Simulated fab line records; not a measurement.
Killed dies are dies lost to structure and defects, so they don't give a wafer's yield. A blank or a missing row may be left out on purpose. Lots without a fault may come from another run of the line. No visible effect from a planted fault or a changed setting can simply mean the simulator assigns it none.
fab line records | flow sky130
[record] lots = 11 | wafers = 33 | lastDay = 50
route steps=708 shown SD_P@327 SD_N@354 RES_XHIGH@360 LOCAL_INTERCONNECT@400 PAD_OPEN@708
lots with no fault: from the same line, run without faults
startH: hours from the record's first day to the start of the lot's first wafer shown | waitH: how many hours have passed since the lot's step before this one | " identical to the entry in the row above | L1.1+2: a row that stands for several wafers | - either no value or no given start | * or withheld: withheld | < > ~ a bound
route shown NAME@n: a module of which the file shows steps, and the number in the route of the first | usual: mean and standard deviation over wafers with no fault | same: alike in all rows | chamber/n: place in a boat | sites: readings site by site | _std_site: the standard deviation of these | _edge_site: mean of outer sites minus mean of inner sites | radiusMm: how far each site lies from the wafer's centre | mask NAME#n: copy n | behind: the most recent tool/chamber to have shaped the wafer | hold: reason for holding the lot/hours on hold/outcome of the hold | device: the n, p or np transistor that did not switch | end of line: the tests these same wafers got at the end of their route | step lacking rows: just its recipe | killed: the dies lost at the first sort to structure and to defects; this is not the yield of the wafer | map: a wafer's dies, x killed, . not, _ none there
set.NAME: the setting that was run; set.NAME@STEP: the one run at that earlier step | model.NAME: the simulator's own value behind a step, which no gauge read
a sample of lots followed through the steps of the route, with each step as a table and each wafer as a row
services: the hour from which a tool's chamber was out of use, counted from the record's first day as startH (under 0 if before that day), plus the number of hours and why
[[steps]]
[step SKY_SD_P_CD_MEAS_07]
[recipe] targetCdNm = 380
[usual] cdNm = 380.3/1.9
lot.wafer | tool     | chamber | startH | waitH | cdNm
L934.3    | cdSem-01 | -       | 609.00 | 0.1   | 377.1
L934.4    | "        | -       | "      | "     | 377.1
L934.5    | "        | -       | "      | "     | 378.4
L935.1    | cdSem-01 | -       | 619.11 | 0.1   | 379.9
L935.4    | "        | -       | "      | "     | 378.4
L935.5    | "        | -       | "      | "     | 380.9
L937.2    | cdSem-02 | -       | 643.82 | 0.1   | 379.5
L937.4    | "        | -       | "      | "     | 378.9
L937.6    | "        | -       | "      | "     | 379.1
L943.2    | cdSem-02 | -       | 690.17 | 0.1   | 380.1
L943.3    | "        | -       | "      | "     | 382.7
L943.6    | "        | -       | "      | "     | 378.4
L948.1    | cdSem-02 | -       | 721.01 | 0.1   | 383.7
L948.4    | "        | -       | "      | "     | 381.8
L948.5    | "        | -       | "      | "     | 382.0
L949.2    | cdSem-01 | -       | 728.37 | 0.1   | 379.4
L949.3    | "        | -       | "      | "     | 382.1
L949.6    | "        | -       | "      | "     | 382.5
L950.1    | cdSem-02 | -       | 741.91 | 0.1   | 383.0
L950.2    | "        | -       | "      | "     | 384.9
L950.3    | "        | -       | "      | "     | 384.1
L951.1    | cdSem-02 | -       | 747.06 | 0.1   | 378.5
L951.3    | "        | -       | "      | "     | 380.9
L951.5    | "        | -       | "      | "     | 378.1
L952.1    | cdSem-01 | -       | 753.13 | 0.1   | 377.3
L952.4    | "        | -       | "      | "     | 379.7
L952.6    | "        | -       | "      | "     | 377.6
L954.1    | cdSem-02 | -       | 766.43 | 0.1   | 380.0
L954.2    | "        | -       | "      | "     | 377.4
L954.3    | "        | -       | "      | "     | 376.7
L955.4    | cdSem-02 | -       | 773.67 | 0.1   | 381.1
L955.5    | "        | -       | "      | "     | 379.3
L955.6    | "        | -       | "      | "     | 379.9
[step SKY_SD_N_TW_MEAS_12]
[usual] SD_N_TW = 3963/35
lot.wafer | tool         | chamber | startH | waitH | SD_N_TW
L934.3    | filmMetro-01 | -       | 668.33 | 0.1   | 3983
L934.4    | "            | -       | "      | "     | 3980
L934.5    | "            | -       | "      | "     | 3979
L935.1    | filmMetro-01 | -       | 678.29 | 0.1   | 3974
L935.4    | "            | -       | "      | "     | 3994
L935.5    | "            | -       | "      | "     | 3995
L937.2    | filmMetro-04 | -       | 701.47 | 0.1   | 3946
L937.4    | "            | -       | "      | "     | 3933
L937.6    | "            | -       | "      | "     | 3969
L943.2    | filmMetro-03 | -       | 746.20 | 0.1   | 3978
L943.3    | "            | -       | "      | "     | 3983
L943.6    | "            | -       | "      | "     | 4004
L948.1    | filmMetro-01 | -       | 775.91 | 0.1   | 3919
L948.4    | "            | -       | "      | "     | 3930
L948.5    | "            | -       | "      | "     | 3923
L949.2    | filmMetro-03 | -       | 782.52 | 0.1   | 3989
L949.3    | "            | -       | "      | "     | 3976
L949.6    | "            | -       | "      | "     | 3993
L950.1    | filmMetro-03 | -       | 795.41 | 0.1   | 4019
L950.2    | "            | -       | "      | "     | 4026
L950.3    | "            | -       | "      | "     | 4018
L951.1    | filmMetro-03 | -       | 800.46 | 0.1   | 4013
L951.3    | "            | -       | "      | "     | 4009
L951.5    | "            | -       | "      | "     | 4002
L952.1    | filmMetro-01 | -       | 807.56 | 0.1   | 3990
L952.4    | "            | -       | "      | "     | 3985
L952.6    | "            | -       | "      | "     | 3970
L954.1    | filmMetro-01 | -       | 820.66 | 0.1   | 3950
L954.2    | "            | -       | "      | "     | 3945
L954.3    | "            | -       | "      | "     | 3967
L955.4    | filmMetro-04 | -       | 826.62 | 0.1   | 3903
L955.5    | "            | -       | "      | "     | 3912
L955.6    | "            | -       | "      | "     | 3949
[step SKY_SD_N_RS_MEAS_18]
[recipe] thkMeasGauge = four-point-probe
[usual] RES_XHIGH_RS = 333.4/1.3
lot.wafer | tool         | chamber | startH | waitH | RES_XHIGH_RS[ohm/sq]
L934.3    | filmMetro-03 | -       | 668.88 | 0.1   | 335.4
L934.4    | "            | -       | "      | "     | 334.1
L934.5    | "            | -       | "      | "     | 334.3
L935.1    | filmMetro-03 | -       | 678.81 | 0.1   | 334.2
L935.4    | "            | -       | "      | "     | 333.7
L935.5    | "            | -       | "      | "     | 333.1
L937.2    | filmMetro-01 | -       | 702.05 | 0.1   | 333.5
L937.4    | "            | -       | "      | "     | 334.8
L937.6    | "            | -       | "      | "     | 333.8
L943.2    | filmMetro-04 | -       | 746.73 | 0.1   | 334.0
L943.3    | "            | -       | "      | "     | 333.8
L943.6    | "            | -       | "      | "     | 333.6
L948.1    | filmMetro-04 | -       | 776.44 | 0.1   | 333.6
L948.4    | "            | -       | "      | "     | 334.5
L948.5    | "            | -       | "      | "     | 333.3
L949.2    | filmMetro-01 | -       | 783.06 | 0.1   | 332.6
L949.3    | "            | -       | "      | "     | 332.9
L949.6    | "            | -       | "      | "     | 331.8
L950.1    | filmMetro-04 | -       | 795.94 | 0.1   | 334.2
L950.2    | "            | -       | "      | "     | 334.4
L950.3    | "            | -       | "      | "     | 333.4
L951.1    | filmMetro-01 | -       | 800.99 | 0.1   | 331.3
L951.3    | "            | -       | "      | "     | 331.3
L951.5    | "            | -       | "      | "     | 332.4
L952.1    | filmMetro-03 | -       | 808.09 | 0.1   | 335.1
L952.4    | "            | -       | "      | "     | 334.8
L952.6    | "            | -       | "      | "     | 334.0
L954.1    | filmMetro-03 | -       | 821.19 | 0.1   | 333.8
L954.2    | "            | -       | "      | "     | 335.6
L954.3    | "            | -       | "      | "     | 335.2
L955.4    | filmMetro-01 | -       | 827.17 | 0.1   | 333.2
L955.5    | "            | -       | "      | "     | 331.7
L955.6    | "            | -       | "      | "     | 333.5
[step SKY_LOCAL_INTERCONNECT_ETCH_13]
[recipe] chemistry = N2/H2 | target = BARC | ionEnergyEv = 200 | biasW = 100 | pressureMtorr = 30 | n2FlowSccm = 100 | h2FlowSccm = 200 | icpW = 500 | stopOn = SiO2 | timeS = 45.9 | targetDepthA = 600
[usual] biasW = 99.93/0.29 | chamberPressureMTorr = 29.999/0.028 | drypumpMotorCurrentA = 5.6/0.62 | oesProductAu = 0.855/0.0047 | throttleValvePct = 13.226/0.0097 | timeS = 45.9/0
lot.wafer | tool        | chamber | startH | waitH | biasW  | chamberPressureMTorr | drypumpMotorCurrentA | oesProductAu | rfHoursCounterH | throttleValvePct | timeS
L934.3    | rieMetal-04 | 0       | 726.40 | 0.1   | 100.32 | 30.032               | 5.5                  | 0.859        | -               | 13.226           | 45.9
L934.4    | "           | 0       | "      | "     | 99.64  | 29.996               | 5.5                  | 0.855        | -               | 13.226           | 45.9
L934.5    | "           | 0       | "      | "     | 100.37 | 29.999               | 5.5                  | 0.857        | -               | 13.227           | 45.9
L935.1    | rieMetal-01 | 1       | 736.26 | 0.0   | 99.80  | 29.998               | 4.9                  | 0.853        | 6               | 13.212           | 45.9
L935.4    | "           | 1       | "      | "     | 99.43  | 29.991               | 4.9                  | 0.860        | -               | 13.216           | 45.9
L935.5    | "           | 0       | "      | "     | 100.18 | 30.014               | 5.3                  | 0.864        | -               | 13.229           | 45.9
L937.2    | rieMetal-02 | 0       | 759.76 | 0.0   | 100.19 | 29.994               | 6.0                  | 0.855        | 5               | 13.220           | 45.9
L937.4    | "           | 1       | "      | "     | 99.63  | 30.010               | 6.3                  | 0.857        | -               | 13.224           | 45.9
L937.6    | "           | 0       | "      | "     | 99.98  | 29.964               | 6.0                  | 0.851        | -               | 13.239           | 45.9
L943.2    | rieMetal-01 | 0       | 801.61 | 0.0   | 99.79  | 29.927               | 5.3                  | 0.858        | 3               | 13.209           | 45.9
L943.3    | "           | 1       | "      | "     | 100.47 | 29.974               | 4.9                  | 0.848        | -               | 13.223           | 45.9
L943.6    | "           | 0       | "      | "     | 99.72  | 29.947               | 5.3                  | 0.856        | -               | 13.241           | 45.9
L948.1    | rieMetal-01 | 1       | 831.71 | 0.0   | 99.90  | 29.969               | 4.9                  | 0.855        | 9               | 13.232           | 45.9
L948.4    | "           | 1       | "      | "     | 100.16 | 29.993               | 4.9                  | 0.856        | -               | 13.234           | 45.9
L948.5    | "           | 1       | "      | "     | 100.15 | 30.011               | 4.9                  | 0.859        | -               | 13.216           | 45.9
L949.2    | rieMetal-02 | 1       | 838.91 | 0.0   | -      | -                    | -                    | -            | -               | -                | -
L949.3    | "           | 0       | "      | "     | -      | -                    | -                    | -            | -               | -                | -
L949.6    | "           | 1       | "      | "     | -      | -                    | -                    | -            | -               | -                | -
L950.1    | rieMetal-01 | 1       | 851.21 | 0.0   | -      | -                    | -                    | -            | -               | -                | -
L950.2    | "           | 1       | "      | "     | -      | -                    | -                    | -            | -               | -                | -
L950.3    | "           | 1       | "      | "     | -      | -                    | -                    | -            | -               | -                | -
L951.1    | rieMetal-04 | 0       | 855.26 | 0.0   | 100.02 | 30.039               | 5.5                  | 0.849        | 12              | 13.213           | 45.9
L951.3    | "           | 0       | "      | "     | 99.90  | 30.001               | 5.5                  | 0.851        | -               | 13.246           | 45.9
L951.5    | "           | 0       | "      | "     | 100.00 | 30.032               | 5.5                  | 0.857        | -               | 13.229           | 45.9
L952.1    | rieMetal-04 | 1       | 862.99 | 0.0   | 100.17 | 29.974               | 6.8                  | 0.849        | 9               | 13.224           | 45.9
L952.4    | "           | 0       | "      | "     | 99.94  | 29.977               | 5.4                  | 0.856        | -               | 13.223           | 45.9
L952.6    | "           | 1       | "      | "     | 99.88  | 29.992               | 6.8                  | 0.853        | -               | 13.215           | 45.9
L954.1    | rieMetal-01 | 0       | 875.71 | 0.0   | 100.23 | 29.965               | 5.3                  | 0.857        | 6               | 13.215           | 45.9
L954.2    | "           | 1       | "      | "     | 99.77  | 29.983               | 4.9                  | 0.852        | 12              | 13.242           | 45.9
L954.3    | "           | 1       | "      | "     | 99.48  | 29.977               | 4.9                  | 0.854        | -               | 13.226           | 45.9
L955.4    | rieMetal-04 | 1       | 881.73 | 0.0   | 100.16 | 30.056               | 6.8                  | 0.844        | -               | 13.220           | 45.9
L955.5    | "           | 1       | "      | "     | 100.41 | 30.057               | 6.8                  | 0.848        | -               | 13.236           | 45.9
L955.6    | "           | 0       | "      | "     | 100.24 | 29.975               | 5.5                  | 0.851        | -               | 13.243           | 45.9
[step SKY_LOCAL_INTERCONNECT_METAL_ETCH_14]
[recipe] targetDepthNm = 110 | stopOn = PSG | chemistry = Cl2/BCl3 | target = TiN | resistSidewallDeg = 88 | pressureMtorr = 10 | icpW = 900 | biasW = 48.5 | Cl2_flow_sccm = 60 | bcl3FlowSccm = 30 | timeS = 31.4
[usual] bcl3FlowSccm = 30.02/0.069 | biasW = 48.48/0.15 | drypumpMotorCurrentA = 5.6/0.62 | oesProductAu = 0.941/0.0075 | throttleValvePct = 21.901/0.0095
[same] timeS = 31.4
lot.wafer | tool        | chamber | startH | waitH | bcl3FlowSccm | biasW | drypumpMotorCurrentA | oesProductAu | rfHoursCounterH | throttleValvePct
L934.3    | rieMetal-04 | 0       | 726.52 | 0.1   | 30.04        | 48.47 | 5.5                  | 0.926        | -               | 21.912
L934.4    | "           | 0       | "      | "     | 30.00        | 48.49 | 5.5                  | 0.929        | -               | 21.911
L934.5    | "           | 0       | "      | "     | 30.13        | 48.40 | 5.5                  | 0.930        | -               | 21.907
L935.1    | rieMetal-01 | 1       | 736.32 | 0.0   | 29.91        | 48.46 | 4.8                  | 0.937        | 6               | 21.898
L935.4    | "           | 1       | "      | "     | 29.98        | 48.68 | 4.9                  | 0.935        | -               | 21.925
L935.5    | "           | 0       | "      | "     | 30.01        | 48.31 | 5.3                  | 0.945        | -               | 21.894
L937.2    | rieMetal-02 | 0       | 759.82 | 0.0   | 30.07        | 48.74 | 6.0                  | 0.928        | 5               | 21.898
L937.4    | "           | 1       | "      | "     | 30.12        | 48.24 | 6.3                  | 0.943        | -               | 21.915
L937.6    | "           | 0       | "      | "     | 29.99        | 48.58 | 6.0                  | 0.932        | -               | 21.908
L943.2    | rieMetal-01 | 0       | 801.67 | 0.0   | 30.04        | 48.56 | 5.2                  | 0.936        | 3               | 21.901
L943.3    | "           | 1       | "      | "     | 29.99        | 48.31 | 4.9                  | 0.932        | -               | 21.902
L943.6    | "           | 0       | "      | "     | 29.99        | 48.42 | 5.3                  | 0.943        | -               | 21.907
L948.1    | rieMetal-01 | 1       | 831.77 | 0.0   | 29.92        | 48.76 | 4.9                  | 0.929        | 10              | 21.907
L948.4    | "           | 1       | "      | "     | 29.99        | 48.64 | 4.9                  | 0.944        | -               | 21.900
L948.5    | "           | 1       | "      | "     | 30.03        | 48.42 | 4.9                  | 0.942        | -               | 21.909
L949.2    | rieMetal-02 | 1       | 838.97 | 0.0   | 30.01        | 48.47 | 6.3                  | 0.379        | 3               | 22.261
L949.3    | "           | 0       | "      | "     | 30.05        | 48.56 | 6.0                  | 0.375        | -               | 22.259
L949.6    | "           | 1       | "      | "     | 30.07        | 48.56 | 6.3                  | 0.375        | -               | 22.271
L950.1    | rieMetal-01 | 1       | 851.33 | 0.1   | 30.03        | 48.22 | 4.9                  | 0.368        | 11              | 22.252
L950.2    | "           | 1       | "      | "     | 30.03        | 48.11 | 4.9                  | 0.371        | -               | 22.268
L950.3    | "           | 1       | "      | "     | 30.09        | 48.55 | 4.9                  | 0.373        | -               | 22.254
L951.1    | rieMetal-04 | 0       | 855.32 | 0.0   | 30.12        | 48.18 | 5.5                  | 0.938        | 12              | 21.902
L951.3    | "           | 0       | "      | "     | 30.01        | 48.63 | 5.5                  | 0.937        | -               | 21.903
L951.5    | "           | 0       | "      | "     | 30.03        | 48.54 | 5.5                  | 0.940        | -               | 21.899
L952.1    | rieMetal-04 | 1       | 863.05 | 0.0   | 30.03        | 48.41 | 6.8                  | 0.943        | 9               | 21.895
L952.4    | "           | 0       | "      | "     | 29.96        | 48.68 | 5.4                  | 0.935        | -               | 21.902
L952.6    | "           | 1       | "      | "     | 30.13        | 48.41 | 6.8                  | 0.928        | -               | 21.897
L954.1    | rieMetal-01 | 0       | 875.77 | 0.0   | 30.04        | 48.55 | 5.3                  | 0.949        | 6               | 21.900
L954.2    | "           | 1       | "      | "     | 29.96        | 48.21 | 4.9                  | 0.951        | 12              | 21.904
L954.3    | "           | 1       | "      | "     | 30.08        | 48.33 | 4.9                  | 0.958        | -               | 21.886
L955.4    | rieMetal-04 | 1       | 881.79 | 0.0   | 30.02        | 48.53 | 6.8                  | 0.944        | -               | 21.913
L955.5    | "           | 1       | "      | "     | 30.06        | 48.56 | 6.8                  | 0.938        | -               | 21.898
L955.6    | "           | 0       | "      | "     | 30.03        | 48.55 | 5.5                  | 0.936        | -               | 21.897
[step SKY_LOCAL_INTERCONNECT_STRIP_15]
[recipe] chemistry = O2/N2 | powerW = 1400 | pressureMtorr = 1500 | platenTempC = withheld | o2FlowSccm = 3000 | n2FlowSccm = 300 | overashFraction = 0.5
[usual] drypumpMotorCurrentA = 5.6/0.35 | oesProductAu = 0.427/0.0046 | stripTimeToEndpointS = 4.725/0.019
lot.wafer | tool           | chamber | startH | waitH | drypumpMotorCurrentA | oesProductAu | rfHoursCounterH | stripTimeToEndpointS
L934.3    | plasmaAsher-02 | 0       | 726.62 | 0.1   | 5.5                  | 0.430        | -               | 4.728
L934.4    | "              | 1       | "      | "     | 5.4                  | 0.427        | -               | 4.750
L934.5    | "              | 1       | "      | "     | 5.5                  | 0.429        | -               | 4.750
L935.1    | plasmaAsher-02 | 1       | 736.37 | 0.0   | 5.5                  | 0.429        | 58              | 4.715
L935.4    | "              | 0       | "      | "     | 5.6                  | 0.432        | -               | 4.723
L935.5    | "              | 0       | "      | "     | 5.6                  | 0.433        | -               | 4.708
L937.2    | plasmaAsher-03 | 1       | 759.87 | 0.0   | 6.0                  | 0.427        | 2               | 4.680
L937.4    | "              | 0       | "      | "     | 5.1                  | 0.426        | -               | 4.725
L937.6    | "              | 1       | "      | "     | 6.0                  | 0.429        | -               | 4.693
L943.2    | plasmaAsher-02 | 0       | 801.72 | 0.0   | 5.5                  | 0.431        | 64              | 4.716
L943.3    | "              | 1       | "      | "     | 5.5                  | 0.427        | -               | 4.724
L943.6    | "              | 1       | "      | "     | 5.5                  | 0.426        | -               | 4.725
L948.1    | plasmaAsher-02 | 0       | 831.82 | 0.0   | 5.6                  | 0.433        | 67              | 4.738
L948.4    | "              | 0       | "      | "     | 5.6                  | 0.426        | -               | 4.706
L948.5    | "              | 0       | "      | "     | 5.6                  | 0.430        | -               | 4.734
L949.2    | plasmaAsher-03 | 1       | 839.02 | 0.0   | 6.0                  | 0.453        | 9               | 5.142
L949.3    | "              | 0       | "      | "     | 5.1                  | 0.435        | -               | 5.131
L949.6    | "              | 1       | "      | "     | 6.0                  | 0.439        | -               | 5.175
L950.1    | plasmaAsher-02 | 1       | 851.44 | 0.1   | 5.4                  | 0.441        | 68              | 5.185
L950.2    | "              | 0       | "      | "     | 5.6                  | 0.445        | 68              | 5.182
L950.3    | "              | 0       | "      | "     | 5.6                  | 0.439        | -               | 5.157
L951.1    | plasmaAsher-03 | 0       | 855.37 | 0.0   | 5.1                  | 0.425        | 11              | 4.776
L951.3    | "              | 1       | "      | "     | 6.0                  | 0.426        | -               | 4.733
L951.5    | "              | 0       | "      | "     | 5.1                  | 0.427        | -               | 4.743
L952.1    | plasmaAsher-01 | 0       | 863.10 | 0.0   | 6.4                  | 0.423        | 103             | 4.709
L952.4    | "              | 1       | "      | "     | 5.6                  | 0.423        | -               | 4.719
L952.6    | "              | 0       | "      | "     | 6.4                  | 0.425        | -               | 4.718
L954.1    | plasmaAsher-01 | 1       | 875.82 | 0.0   | 5.6                  | 0.431        | 105             | 4.689
L954.2    | "              | 0       | "      | "     | 6.3                  | 0.430        | 105             | 4.737
L954.3    | "              | 1       | "      | "     | 5.5                  | 0.427        | -               | 4.738
L955.4    | plasmaAsher-03 | 0       | 881.85 | 0.1   | 5.1                  | 0.421        | -               | 4.721
L955.5    | "              | 1       | "      | "     | 6.0                  | 0.434        | -               | 4.725
L955.6    | "              | 0       | "      | "     | 5.1                  | 0.433        | -               | 4.761
[step SKY_PAD_OPEN_PROBE_99]
[usual] killed_at_M0_to_M3 = 43/7.9 | killed_at_M4_up = 2.9/1.8 | killedAtContacts = 24/5.5 | killedAtFrontEnd = 15/4.2 | killedAtOther = 0.2/0.46 | killedDies = 86/11 | killedOnRim = 17/4.1 | killedOpen = 47/8.1 | killedShort = 39/6.4
[same] grossDies = 492 | killedAtBackSide = 0
lot.wafer | tool      | chamber | startH  | waitH | killed_at_M0_to_M3 | killed_at_M4_up | killedAtContacts | killedAtFrontEnd | killedAtOther | killedDies | killedOnRim | killedOpen | killedShort
L949.2    | prober-02 | -       | 1177.13 | 0.1   | 202                | 68              | 151              | 19               | 52            | 492        | 96          | 45         | 40
L949.3    | prober-02 | -       | 1177.18 | 0.2   | 213                | 54              | 146              | 18               | 61            | 492        | 96          | 46         | 38
L949.6    | prober-02 | -       | 1177.33 | 0.2   | 222                | 72              | 122              | 14               | 62            | 492        | 96          | 44         | 42
L950.1    | prober-01 | -       | 1182.61 | 0.1   | 218                | 62              | 149              | 14               | 49            | 492        | 96          | 48         | 40
L950.2    | prober-01 | -       | 1182.66 | 0.1   | 215                | 70              | 141              | 12               | 54            | 492        | 96          | 39         | 37
L950.3    | prober-01 | -       | 1182.71 | 0.2   | 210                | 66              | 143              | 7                | 66            | 492        | 96          | 40         | 43
// killed by level:class
L949.2 LOCAL_INTERCONNECT:areaEtch=92 CAP2M:areaExpose=35 METAL4:areaExpose=33 CONTACT:areaExpose=33 METAL2:areaExpose=33 VIA4:areaExpose=31 METAL1:areaExpose=29 VIA1:areaExpose=29
L949.3 LOCAL_INTERCONNECT:areaEtch=93 VIA1:areaExpose=40 VIA3:areaExpose=36 CAP2M:areaExpose=32 CAPM:areaExpose=29 METAL4:areaExpose=29 VIA2:areaExpose=27 METAL3:areaExpose=27
L949.6 LOCAL_INTERCONNECT:areaEtch=82 VIA4:areaExpose=38 CAP2M:areaExpose=35 METAL3:areaExpose=35 METAL1:areaExpose=34 METAL2:areaExpose=34 METAL4:areaExpose=30 VIA1:areaExpose=28
L950.1 LOCAL_INTERCONNECT:areaEtch=86 CONTACT:areaExpose=37 VIA2:areaExpose=36 VIA1:areaExpose=36 METAL3:areaExpose=35 METAL4:areaExpose=31 METAL2:areaExpose=27 VIA4:areaExpose=26
L950.2 LOCAL_INTERCONNECT:areaEtch=87 VIA1:areaExpose=38 METAL4:areaExpose=35 VIA3:areaExpose=34 METAL1:areaExpose=32 VIA4:areaExpose=32 CAP2M:areaExpose=31 CONTACT:areaExpose=30
L950.3 LOCAL_INTERCONNECT:areaEtch=96 CAPM:areaExpose=33 CAP2M:areaExpose=33 METAL4:areaExpose=33 VIA2:areaExpose=31 METAL3:areaExpose=31 VIA4:areaExpose=29 METAL2:areaExpose=29
[[services]]
tool           | chamber | startH | hours | kind
plasmaAsher-01 | -       | 706.27 | 3.6   | repair
plasmaAsher-02 | -       | 709.55 | 15.6  | pm
rieMetal-04    | 1       | 713.70 | 16.5  | repair
rieMetal-01    | -       | 715.03 | 14.6  | pm
rieMetal-04    | -       | 733.60 | 28.1  | pm
plasmaAsher-03 | -       | 733.75 | 9.0   | pm
plasmaAsher-03 | 0       | 733.75 | 9.0   | ventCycle
plasmaAsher-03 | 1       | 733.75 | 9.0   | ventCycle
rieMetal-02    | 1       | 740.03 | -     | clean
rieMetal-02    | 1       | 740.03 | 16.7  | scheduledDown
rieMetal-02    | 1       | 740.03 | 16.7  | ventCycle
plasmaAsher-03 | 0       | 742.75 | -     | clean
plasmaAsher-03 | 1       | 742.75 | -     | clean
rieMetal-04    | -       | 766.06 | 0.2   | repair
plasmaAsher-02 | -       | 804.10 | 0.6   | repair
plasmaAsher-02 | -       | 825.14 | 4.0   | pm
plasmaAsher-02 | -       | 832.77 | 9.1   | repair
rieMetal-01    | 0       | 850.49 | 3.7   | repair
rieMetal-04    | -       | 855.53 | 6.7   | repair
[[key]]
[firstSign] step = SKY_LOCAL_INTERCONNECT_ETCH_13 | reading = toolRecord | direction = missing
[effect] step = SKY_LOCAL_INTERCONNECT_METAL_ETCH_14 | reading = oesProductAu | direction = down | sigmas = 76 | usual = 0.941 | struck = 0.373
[effect] step = SKY_LOCAL_INTERCONNECT_STRIP_15 | reading = stripTimeToEndpointS | direction = up | sigmas = 23 | usual = * | struck = *
[effect] step = SKY_PAD_OPEN_PROBE_99 | reading = killedAtOther | direction = up | sigmas = 57 | usual = 0.2 | struck = 57.3
[moreKillsBornAt] SKY_LOCAL_INTERCONNECT_ETCH_13@rieMetal-01 = 269 | SKY_LOCAL_INTERCONNECT_ETCH_13@rieMetal-02 = 267
metAt SKY_LOCAL_INTERCONNECT_ETCH_13
struckLots L949,L950
laterRowsLeftOut L949.2,L949.3,L949.6,L950.1,L950.2,L950.3
testerLeftOut L949,L950
notActingAt SKY_SD_P_CD_MEAS_07,SKY_SD_N_TW_MEAS_12,SKY_SD_N_RS_MEAS_18
onsetBetween 831.71 838.91
[fault] kind = skippedStepWhole | tool = rieMetal-01,rieMetal-02 | chamber = - | onsetH = 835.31 | steps = SKY_LOCAL_INTERCONNECT_ETCH_13 | scope = struckLotsOnly
// testerLeftOut: of these lots the tester's yield and bins aren't shown, on N5 and GAA mostly nor the transistor test; their killed dies are dies lost to structure and defects alone, not to doping, threshold or leakage, so they don't give the yield
// laterRowsLeftOut: the simulator's readings of these wafers behind a module that went badly wrong aren't trusted and aren't shown, but for the sort
